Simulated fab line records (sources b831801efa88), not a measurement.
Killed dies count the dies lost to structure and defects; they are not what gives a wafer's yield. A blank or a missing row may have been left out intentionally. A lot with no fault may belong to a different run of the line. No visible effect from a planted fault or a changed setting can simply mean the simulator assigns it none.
Matching of chambers ; flow gf180mcu ; GF_V2_CMP_04 on cmp-02: 4 sister chambers
The step polishes SiO2. 4 wafers are shown with their chamber, then 7 later ones without.

== WAFERS, EACH WITH ITS CHAMBER ==
wafer;chamber;motor current A (A)
L459.3;3;12.0
L459.5;0;13.0
L466.1;1;11.5
L466.2;2;11.4

== WAFERS WHOSE CHAMBER IS MISSING ==
wafer;motor current A (A)
L466.3;12.4
L467.2;11.8
L467.3;11.8
L467.6;12.1
L476.1;11.4
L476.3;11.0
L476.5;11.8

== WHICH CHAMBER EACH ONE RAN IN ==
wafer;from the rows above;in truth
L466.3;can't be placed: 3 or 0 or 1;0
L467.2;can't be placed: 3 or 1 or 2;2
L467.3;can't be placed: 3 or 1 or 2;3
L467.6;can't be placed: 3 or 1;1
L476.1;can't be placed: 2 or 1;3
L476.3;can't be placed: 2 or 1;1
L476.5;can't be placed: 3 or 1 or 2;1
0 of 7 placed correctly. Not placeable from these rows: 7 (in 6, the candidates include the true chamber). Number placed wrongly: 0.
How it was worked out, from the rows above alone: a wafer's distance from a chamber is the root of the sum, over the readings, of the square of ((its reading less the chamber's mean) divided by the reading's scatter). The wafer belongs to the nearest chamber; if the next one is less than 2 further off, it can't be placed. A chamber's mean is the mean of its shown wafers. The scatter (one wafer shown for each chamber): square how far every hidden wafer sits from the nearest shown wafer, average those squares and take the square root.
